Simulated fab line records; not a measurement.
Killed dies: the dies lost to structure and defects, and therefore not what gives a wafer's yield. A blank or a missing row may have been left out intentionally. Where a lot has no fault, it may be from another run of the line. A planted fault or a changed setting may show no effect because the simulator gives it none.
A struck lot beside a sound one | flow sky130 | 32 out of 708 route steps
Sound: wafers L243.2, L243.3, L243.6. Struck: wafer L253.1 (left out: L253.4, a lot-mate that was not struck); the cause follows at the end.
Per side, at each step with rows, come the tool, then ch with its chambers, and then its first start. Under that, the readings that differ: sound wafers | struck wafers | difference of the means | sigmas: that difference in standard deviations of wafers without a fault.
alike: readings whose means differ by less than 2 such deviations, and words and numbers that are the same on both sides. not compared: withheld readings, readings that some wafer has no value for, bounds like >300 that may hide the same value, and numbers for which the record gives no deviation and whose values overlap.
A row with sigmas, a row that says differs or no value, or rows on one side alone: a step with any of these is where the two part. Numbers that don't overlap but have no deviation are shown without sigmas and don't part them. A reading that every wafer of one side lacks parts them only if that side has two wafers or more.

first, 3 steps without rows for these wafers: SKY_CONTACT_STRIP_20 (strips in post etch residue remover, time 1200 s); SKY_CONTACT_CLEAN_21 (cleans in IPA, time 180 s); SKY_CONTACT_CLEAN_22 (cleans in O3/DIW).
SKY_CONTACT_SPUTTER_23: material TiN, target thk 20 nm, time 80 s.
  sound: pvd sputter-03 at day 33 23:25; struck: pvd sputter-03 at day 36 19:47
  alike: cathode dc power W, throttle valve pct
SKY_CONTACT_CVD_24: deposits W, target thk 340 nm, time 102.12 s.
  sound on cvd w-02 ch 0,1, day 33 23:29; struck on cvd w-02 ch 0, day 36 19:51
  alike: heater power w
  not compared: since wet clean h
SKY_CONTACT_RS_MEAS_25: measurement is done with a four-point probe.
  sound: film metro-04 at day 33 23:37; struck: film metro-04 at day 36 19:58
  alike: CONTACT_W_RS
SKY_CONTACT_THK_MEAS_26: measures by xrf.
  sound: film metro-04 at day 33 23:43; struck: film metro-04 at day 36 20:05
  alike: CONTACT_W_THK
then, 2 steps without rows for these wafers: SKY_CONTACT_CMP_27 (polishes, stops on SiO2, t overpolish 15 s, target thk 0 nm); SKY_METAL1_SPUTTER_00 (material Ti, target thk 15 nm, time 10 s).
SKY_METAL1_SPUTTER_01: material TiN, target thk 20 nm, time 16.7 s.
  sound: pvd sputter-02 at day 34 00:06; struck: pvd sputter-02 at day 36 20:28
  alike: cathode dc power W, throttle valve pct
SKY_METAL1_SPUTTER_02: material AlCu, target thk 250 nm, time 13.3 s.
  sound: pvd sputter-02 at day 34 00:07; struck: pvd sputter-02 at day 36 20:29
  alike: cathode dc power W, throttle valve pct
SKY_METAL1_SPUTTER_03: material Ti, target thk 5 nm, time 3.3 s.
  sound: pvd sputter-02 at day 34 00:09; struck: pvd sputter-02 at day 36 20:31
  alike: cathode dc power W, throttle valve pct
SKY_METAL1_SPUTTER_04: material TiN, target thk 70 nm, time 58.3 s.
  sound: pvd sputter-02 at day 34 00:10; struck: pvd sputter-02 at day 36 20:32
  reading                                    | sound                | struck | difference | sigmas
  cathode dc power W (W)                     | 6499.6 6500.6 6501.7 | 6498.2 | -2.4       | -2
  model.TiN_of_METAL1_SPUTTER_04.thk nm (nm) | 69.91 70.63 70.11    | 47.09  | -23.13     |
  alike: throttle valve pct
SKY_METAL1_RS_MEAS_05: measurement is done with a four-point probe.
  sound: film metro-03 at day 34 00:14; struck: film metro-01 at day 36 20:35
  alike: METAL1_ALCU_RS
SKY_METAL1_THK_MEAS_06: measures by xrf.
  sound: film metro-03 at day 34 00:20; struck: film metro-01 at day 36 20:42
  reading              | sound             | struck | difference | sigmas
  METAL1_ALCU_THK (nm) | 244.5 244.6 247.5 | 258.0  | +12.5      | +6
then, 8 steps without rows for these wafers: SKY_METAL1_DEHYDRATE_07 (time 60 s); SKY_METAL1_HMDS_08 (prime time 60 s); SKY_METAL1_COAT_09 (resist thk 60 nm); SKY_METAL1_COAT_10 (resist thk 450 nm); SKY_METAL1_SOFTBAKE_11 (time 90 s); SKY_METAL1_EXPOSE_12 (exposes mask MM1, target cd 140 nm); SKY_METAL1_PEB_13; SKY_METAL1_DEVELOP_14 (develop time 60 s).
SKY_METAL1_CD_MEAS_15 targets a cd of 140 nm.
  sound: cd sem-01 at day 35 02:27; struck: cd sem-02 at day 37 23:04
  alike: cd nm
SKY_METAL1_OVL_MEAS_16:
  sound: overlay-02 at day 35 02:33; struck: overlay-01 at day 37 23:11
  alike: METAL1_OVL
then, 4 steps without rows for these wafers: SKY_METAL1_DESCUM_17 (chemistry O2, time 8 s); SKY_METAL1_ETCH_18 (etches BARC in N2/H2, stops on SiO2, time 45.9 s, target depth 60 nm); SKY_METAL1_METAL_ETCH_19 (etches the open film in Cl2/BCl3, stops on SiO2, target depth 360 nm, time 78 s); SKY_METAL1_STRIP_20 (strips in O2/N2).
SKY_METAL1_STRIP_21: strips in post etch residue remover, time 1200 s.
  sound on wet bench-02 ch 3, day 35 02:52; struck on wet bench-01 ch 3, day 37 23:30
  reading                                    | sound            | struck | difference | sigmas
  model.TiN_of_METAL1_SPUTTER_04.thk nm (nm) | 69.5 70.21 69.69 | 46.67  | -23.13     |
  alike: bath heat duty pct
then, 1 step without rows for these wafers: SKY_METAL1_CLEAN_22 (cleans in IPA, time 180 s).
-- the record jumps here: 12 days lie between the struck wafers' starts before and after (it left off in module METAL1 and takes up again in module PAD_OPEN, whose first step shown is number 708 of the route) --
SKY_PAD_OPEN_PROBE_99:
  sound: prober-02 at day 47 13:56; struck: prober-02 at day 49 14:24
  reading                       | sound             | struck | difference | sigmas
  model.etest.via1 chain.rc ohm | 17.11 16.15 16.84 | 15.77  | -0.93      |
  alike: defect limited yield, killed_at_M0_to_M3, killed_at_M4_up, killed at contacts, killed at front end, killed at other, killed dies, killed open, killed short, sort_bin_3_pad_short, sort_bin_5_function, sort_bin_6_memory, sort n pass, sort yield pct

WHERE THEY PART
Last at SKY_METAL1_THK_MEAS_06 as far as this record goes, first at SKY_METAL1_SPUTTER_04. Later steps at which nothing parts them and some readings are alike: SKY_METAL1_CD_MEAS_15, SKY_METAL1_OVL_MEAS_16, SKY_METAL1_STRIP_21, SKY_PAD_OPEN_PROBE_99.

WHY: whatever the simulator had introduced
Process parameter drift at SKY_METAL1_SPUTTER_04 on pvd sputter-02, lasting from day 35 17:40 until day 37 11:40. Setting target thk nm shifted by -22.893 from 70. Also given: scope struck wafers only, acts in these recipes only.
